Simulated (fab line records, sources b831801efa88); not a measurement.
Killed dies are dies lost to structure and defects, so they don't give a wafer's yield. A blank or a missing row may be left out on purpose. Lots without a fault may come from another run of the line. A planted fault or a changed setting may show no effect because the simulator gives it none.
Chamber matching | flow gf180mcu | GF_CONTACT_CMP_27 on cmp-02: 4 sister chambers
The step polishes, stops on SiO2, t overpolish 15 s, target thk 0 nm. 16 wafers are shown with their chamber, then 7 later ones without.

WAFERS WITH THEIR CHAMBER
wafer  | chamber | motor_current_A (A) | time_to_endpoint_s (s)
L164.2 | 0       | 10.9                | 66.5
L164.5 | 2       | 10.9                | 72.3
L164.6 | 1       | 10.0                | 69.3
L168.2 | 2       | 10.7                | 73.2
L168.3 | 1       | 10.5                | 70.6
L168.6 | 3       | 8.9                 | 71.5
L169.3 | 3       | 9.4                 | 69.2
L169.6 | 3       | 8.9                 | 83.0
L171.1 | 3       | 9.2                 | 71.6
L171.3 | 1       | 9.9                 | 83.5
L171.4 | 0       | 11.2                | 70.7
L179.2 | 1       | 10.2                | 68.9
L179.3 | 2       | 10.7                | 73.1
L179.4 | 3       | 9.6                 | 68.4
L180.1 | 0       | 11.4                | 71.0
L180.3 | 3       | 10.0                | 72.7

SIGNATURES (means of the wafers above)
reading            | chamber 0 | chamber 1 | chamber 2 | chamber 3 | scatter within a chamber
motor_current_A    | 11.167    | 10.150    | 10.767    | 9.333     | 0.326
time_to_endpoint_s | 69.400    | 73.075    | 72.867    | 72.733    | 4.99
Rule: a wafer's distance from a chamber is the root of the sum, over the readings, of the square of ((its reading less the chamber's mean) divided by the reading's scatter). The wafer belongs to the nearest chamber; if the next one is less than 2 further off, it can't be placed. The scatter: the root of (the sum of the squares of (reading less its chamber's mean) over the shown wafers, divided by (wafers less chambers)).

WAFERS WITHOUT THEIR CHAMBER
wafer  | motor_current_A (A) | time_to_endpoint_s (s)
L180.6 | 9.5                 | 70.6
L181.2 | 10.7                | 76.5
L181.3 | 9.8                 | 75.4
L181.4 | 9.5                 | 76.9
L182.1 | 10.5                | 71.2
L182.2 | 11.4                | 72.5
L182.5 | 11.8                | 72.0

WHICH CHAMBER EACH WENT THROUGH
wafer  | from the rows above          | in truth
L180.6 | can't be placed: 3 or 1      | 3
L181.2 | can't be placed: 2 or 1 or 0 | 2
L181.3 | can't be placed: 1 or 3 or 2 | 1
L181.4 | can't be placed: 3 or 1      | 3
L182.1 | can't be placed: 2 or 1 or 0 | 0
L182.2 | can't be placed: 0 or 2      | 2
L182.5 | can't be placed: 0 or 2      | 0
Placed correctly: 0 of 7. Can't be placed from these rows: 7 (the true chamber is among the candidates in 7). Placed wrongly: 0.
